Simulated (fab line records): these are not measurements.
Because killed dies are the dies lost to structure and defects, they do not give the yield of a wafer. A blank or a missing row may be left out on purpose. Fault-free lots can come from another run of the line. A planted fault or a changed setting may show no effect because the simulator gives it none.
A struck lot beside a sound one ; flow sky130 ; 15 steps out of a route of 708
Sound: wafers L533.2, L533.3, L533.4. The struck wafers were L536.1, L536.3, L536.4. The cause comes at the end.
Per side, at each step with rows, come the tool, then ch with its chambers, and then its first start. Under that, the readings that differ: sound wafers ; struck wafers ; difference of the means ; sigmas: that difference in standard deviations of wafers without a fault.
alike: words and numbers the same on both sides, and readings whose means are apart by under 2 such deviations; not compared: readings that were withheld, readings missing a value for some wafer, numbers with overlapping values and no deviation given by the record, and bounds like >300 which may hide the same value.
A row with sigmas, a row that says differs or no value, or rows on one side alone: a step with any of these is where the two part. Non-overlapping numbers with no deviation appear without sigmas and do not part them. Lack of a reading on every wafer of one side parts them only where that side has two or more wafers.

first, 3 steps without rows for these wafers: SKY_RES_PROTECT_PEB_05; SKY_RES_PROTECT_DEVELOP_06 (develop time 60 s); SKY_POLY_GATE_IMPLANT_02.
SKY_RES_PROTECT_STRIP_07: strips in O2/N2.
  sound on plasma_asher-01 ch 0,1, day 16 09:17; struck on plasma_asher-04 ch 0,1, day 17 13:05
  alike: drypump_motor_current_A, n2_flow_sccm, oes_product_au, strip_time_to_endpoint_s
  not compared: rf_hours_counter_h
SKY_RES_PROTECT_TW_MEAS_08:
  struck on film_metro-04, day 17 13:11; sound on film_metro-01, day 16 09:24
reading;sound;struck;difference;sigmas
POLY_GATE_TW;4121 4134 4122;3997 4027 4024;-110;-3
then, 2 steps without rows for these wafers: SKY_RES_PROTECT_CLEAN_09 (cleans in SC1/SC2, time 150 s); SKY_POLY_GATE_CVD_03 (deposits Si3N4 from DCS/NH3, target thk 75 nm, time 1290 s).
SKY_POLY_GATE_THK_MEAS_04:
  struck on film_metro-04, day 17 14:41; sound on film_metro-02, day 16 10:52
  alike: POLY_GATE_CVD_03_THK
then, 4 steps without rows for these wafers: SKY_POLY_GATE_DEHYDRATE_05 (time 60 s); SKY_POLY_GATE_HMDS_06 (prime time 60 s); SKY_POLY_GATE_COAT_07 (resist thk 110 nm); SKY_POLY_GATE_COAT_08 (resist thk 450 nm).
SKY_POLY_GATE_SOFTBAKE_09: time 90 s.
  sound on litho_track-03 ch 0, day 17 01:00; struck on litho_track-04 ch 0, day 18 05:00
reading;sound;struck;difference;sigmas
heater_power_total_W (W);57.56 57.46 57.44;58.59 58.29 58.34;+0.92;+8
plate_temp_C (C);100.09 100.02 100.05;101.22 101.15 101.23;+1.15;+10
then, 2 steps without rows for these wafers: SKY_POLY_GATE_EXPOSE_10 (exposes mask P1M, target cd 150 nm); SKY_PAD_OPEN_PROBE_99.

WHERE THEY PART
First at SKY_RES_PROTECT_TW_MEAS_08; last, within this record, at SKY_POLY_GATE_SOFTBAKE_09.

WHY: the cause the simulator had injected
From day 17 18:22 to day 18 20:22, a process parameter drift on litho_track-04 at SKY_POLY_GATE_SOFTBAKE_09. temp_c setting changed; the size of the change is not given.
